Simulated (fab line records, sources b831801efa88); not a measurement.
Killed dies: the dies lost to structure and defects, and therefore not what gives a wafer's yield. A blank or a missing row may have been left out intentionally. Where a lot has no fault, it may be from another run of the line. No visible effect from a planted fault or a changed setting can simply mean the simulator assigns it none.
The same fault as seen by 2 desks -- flow gf180mcu -- each desk has only its own numbers; what lay behind them comes last

DESK OF THE TOOL OWNER: cvdW-01
The tool's own readings at GF_V1_CVD_23 (deposits W, target thk 350 nm, time 105.05 s): means of the sampled wafers that have a number, for each lot that ran on this tool. A lot is out of limits, marked OUT, if its mean lies more than 4 standard deviations from the usual mean; the brackets give that distance.
Columns: A = heaterPowerOuterW at GF_V1_CVD_23, usual 530 W; B = heaterPowerW at GF_V1_CVD_23, usual 840 W
lot,first seen here,A,B
L457,day 20 14:08,454,750
L458,day 21 04:07,593,896
L466,day 23 11:20,522,826
L467,day 23 23:32,593,905
L468,day 24 08:22,592,908
L471,day 25 01:47,589,918
L472,day 25 10:39,601,912
L473,day 25 11:40,585,906
L474,day 25 20:24,647,989
Finding of this desk: none of the 9 lots has anything out of limits.

METROLOGY DESK
Means of the sampled wafers that have a number, per lot and without regard to the tool the lot ran on: this is what the gauges read. A lot is out of limits, marked OUT, if its mean lies more than 4 standard deviations from the usual mean; the brackets give that distance.
Columns: A = cdNm at GF_M1_CD_MEAS_14, usual 229.9 nm; B = cdNm at GF_V1_CD_MEAS_14, usual 260.1 nm; C = V1_W_RS at GF_V1_RS_MEAS_24, usual 0.329 ohm/sq; D = V1_W_THK at GF_V1_THK_MEAS_25, usual 342 nm
lot,first seen here,A,B,C,D
L453,day 17 01:28,229.4,260.4,0.325,346
L457,day 19 11:50,229.6,260.0,0.500 (+48) OUT,242 (-21) OUT
L458,day 20 01:40,229.5,260.3,0.401 (+20) OUT,299 (-9.2) OUT
L466,day 22 10:15,227.8,261.1,0.333,333
L467,day 23 00:25,227.6,261.8,0.329,342
L468,day 23 07:23,229.8,259.4,0.326,342
L471,day 24 01:07,229.1,259.2,0.324,344
L472,day 24 10:19,230.0,260.4,0.331,344
L473,day 24 12:16,229.9,260.0,0.329,347
L474,day 24 20:47,229.5,260.7,0.329,347
L475,day 25 04:22,229.8,260.5,0.332,338
This desk's finding: out of limits on L457, L458; first on L457, day 20 14:16 (V1_W_RS at GF_V1_RS_MEAS_24). L453, L466, L467, L468, L471, L472, L473, L474, L475 stayed within limits.

ALL TOGETHER
Metrology desk: alarm possible at day 20 14:16 on L457, L458.
The desk of the tool owner found nothing out of limits.
The tool owner's desk has L457, L458 on record, within its limits.
Of the lots named, all ran GF_V1_CVD_23 on cvdW-01.

WHAT WAS PUT IN BY THE SIMULATOR
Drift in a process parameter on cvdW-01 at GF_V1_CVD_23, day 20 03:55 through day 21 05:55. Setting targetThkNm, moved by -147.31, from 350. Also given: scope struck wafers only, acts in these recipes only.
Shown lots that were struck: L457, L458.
Delay in hours, fault start to first out-of-limits reading, per desk: metrology desk 10.
